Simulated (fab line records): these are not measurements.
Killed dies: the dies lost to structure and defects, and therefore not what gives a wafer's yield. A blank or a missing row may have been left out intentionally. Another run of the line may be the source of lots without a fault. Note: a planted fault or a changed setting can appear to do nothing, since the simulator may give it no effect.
Problem report in the 8D (eight disciplines) form, filled by code    flow gf180mcu    the parts of the form that need people (team, actions taken, sign-off) are left out

## 1. PROBLEM STATEMENT
PASSIVATION_CVD_02_THK at GF_PASSIVATION_THK_MEAS_03 reads a mean of 649 nm on 3 wafers of 2 lots; wafers without a fault read 695 nm with a standard deviation of 9.4. That puts it -4.9 standard deviations away from the usual mean.
Earliest sighting: wafer L466.1 on film_metro-04 at day 32 07:37. Wafers with a number at this step in the record: 39, from 13 lots. Rule for "out" (also "out of limits"): further than 4 standard deviations from the usual mean. The rest of the wafers with a number are treated as sound.

## 2. WHAT IT IS, AND WHAT IT ISN'T
question                     is                      is not
which readings at this step  PASSIVATION_CVD_02_THK  -
which lots                   L466, L467              L452, L453, L454, L455, L457, L459, L460, L470, L471, L473, L474
which wafers of those lots   L466.1, L466.4, L467.3  L466.2, L467.2, L467.4
read on which gauges         film_metro-04           film_metro-01
when                         from day 32 07:37       up to then (22 sound wafers); but 14 sound wafers of L467, L470, L471, L473, L474 came after

## 3. SUSPECTS, AND WHAT RULES EACH OUT
Counting: a tool at a process step up to the reading stays a suspect if it ran every lot that is out. Sound lots after the first of them don't rule it out here, since some wafers of a struck lot are sound.
- the gauge at GF_PASSIVATION_THK_MEAS_03: ruled out. All the wafers that are out were read on film_metro-04, but those of them that GF_PASSIVATION_CVD_02 has rows for are out there too, on other tools.
- pecvd-03 at GF_PASSIVATION_CVD_02 (deposits Si3N4, target thk 700 nm, time 486.18 s): kept. Ran every lot that is out, first one L466 (day 32 07:20); last sound lot up to then L457 (day 29 17:38). On those wafers its own readings are out: rf_fwd_power_W.
- pecvd-03, GF_PASSIVATION_CVD_02: wafers that are out in chamber 2, sound lot-mates in chambers 0, 1.
The count leaves pecvd-03 at GF_PASSIVATION_CVD_02.

## 4. THE CAUSE (what the simulator had put in)
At GF_PASSIVATION_CVD_02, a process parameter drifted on pecvd-03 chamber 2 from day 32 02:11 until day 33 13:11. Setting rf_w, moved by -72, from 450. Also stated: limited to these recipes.
This tool alone remained once counting was done.

## 5. THE EFFECT CHAIN, in route order
One row per reading whose mean, taken over the struck wafers that have a number, lies over 3 standard deviations from the usual. Only readings for which the record gives a usual standard deviation are gone through. hours: the time from each lot's start at the first step in this table that gives one to its start at this step, as a median over the lots. sigmas: the change in usual standard deviations.
hours  step                        reading                 usual    on struck wafers  change  sigmas
0      GF_PASSIVATION_CVD_02       rf_fwd_power_W          449.0 W  377.4             -71.6   -51
0      GF_PASSIVATION_THK_MEAS_03  PASSIVATION_CVD_02_THK  695 nm   649               -46     -4.9
Its process steps:
- GF_PASSIVATION_CVD_02: deposits Si3N4, target thk 700 nm, time 486.18 s.

## 6. HOW IT WOULD HAVE BEEN CAUGHT EARLIER
Counted from the fault's start at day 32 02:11, it took 5 hours until the first out-of-limits reading at a measuring or inspecting step in this record, taken at day 32 07:37.
The tool's own readings at GF_PASSIVATION_CVD_02 were out on every struck wafer that the step has a row for (rf_fwd_power_W): an alarm limit on them would have fired on the first of those.
Among the 2 lots that are out, L467 began GF_PASSIVATION_CVD_02 on pecvd-03 after day 32 07:37. Holding the tool at that time would have saved it.
